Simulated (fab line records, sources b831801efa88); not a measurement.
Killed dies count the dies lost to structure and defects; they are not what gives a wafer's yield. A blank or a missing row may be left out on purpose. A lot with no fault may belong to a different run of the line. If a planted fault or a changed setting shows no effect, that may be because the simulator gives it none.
8D (eight disciplines) problem report, filled in by code    flow sky130    the parts of the form that need people (team, actions taken, sign-off) are left out

1. THE PROBLEM
killed-at-front-end at SKY_PAD_OPEN_PROBE_99 reads a mean of 64 on 6 wafers of 2 lots; wafers without a fault read 15 with a standard deviation of 4.3. Relative to the usual mean, that is a shift of +11 standard deviations.
Earliest sighting: wafer L297.1 on prober-01 at day 48 03:04. At this step, 6 wafers from 2 lots have a number in the record. The rule behind "out" and "out of limits": a value lying over 4 standard deviations away from the usual mean. All remaining wafers that have a number are taken as sound.

2. WHAT IT IS AND WHAT IT IS NOT
question                     is                      is not
which readings at this step  killed-at-front-end     killed_at_M0_to_M3, killed_at_M4_up, killed-at-other, killed-open, killed-short
which lots                   L297, L298              -
which wafers of those lots   all that have a number  -
read on which tools          prober-01, prober-02    -
when                         from day 48 03:04       up to then (0 sound wafers)

3. WHAT RULES OUT EACH SUSPECT
Counting: any tool at a process step up to the reading is kept as a suspect provided that every lot that is out went through it and no sound lot did after the first of them.
- rie-si-02 at SKY_FIELD_ISO_ETCH_17 (etches Si in HBr/Cl2/O2, target depth 342 nm, time 97.7 s): kept. It ran every lot that is out, first L297 (day 4 13:53), and no sound lot after that.
- pvd-sputter-02 at SKY_METAL3_SPUTTER_01 (material TiN, target thk 20 nm, time 16.7 s): kept. It ran every lot that is out, first L297 (day 39 10:34), and no sound lot after that.
Left after counting: rie-si-02 at SKY_FIELD_ISO_ETCH_17, pvd-sputter-02 at SKY_METAL3_SPUTTER_01.

4. THE CAUSE (what the simulator had put in)
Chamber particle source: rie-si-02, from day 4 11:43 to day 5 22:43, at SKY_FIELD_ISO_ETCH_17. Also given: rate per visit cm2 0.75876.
Counting left 2 suspects, and this tool is among them.

5. SEQUENCE OF EFFECTS, ordered by route
One row per reading whose mean, taken over the struck wafers that have a number, lies over 3 standard deviations from the usual. Readings are gone through only where the record gives a usual standard deviation; hours: the median, over the lots, of the time from a lot's start at the first step in this table giving one to that lot's start at this step; sigmas: the change measured in usual standard deviations.
hours  step                   reading              usual  on struck wafers  change  sigmas
0      SKY_PAD_OPEN_PROBE_99  killed-at-front-end  15     64                +49     +11
0      SKY_PAD_OPEN_PROBE_99  killed-dies          85     128               +43     +4.4
It contains these process steps:
- SKY_PAD_OPEN_PROBE_99

6. HOW IT WOULD HAVE BEEN CAUGHT EARLIER
First out-of-limits reading in this record: day 48 03:04, which is 1047 hours after fault onset at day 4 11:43.
An alarm limit of 4 standard deviations would not have fired on the tool readings at SKY_FIELD_ISO_ETCH_17 for which the record gives a usual standard deviation, since none of them was out on any struck wafer.
By day 48 03:04 the whole set of lots that are out, 2 in number, had already begun SKY_FIELD_ISO_ETCH_17 on rie-si-02. Holding the tool at that point would not have protected any of them.
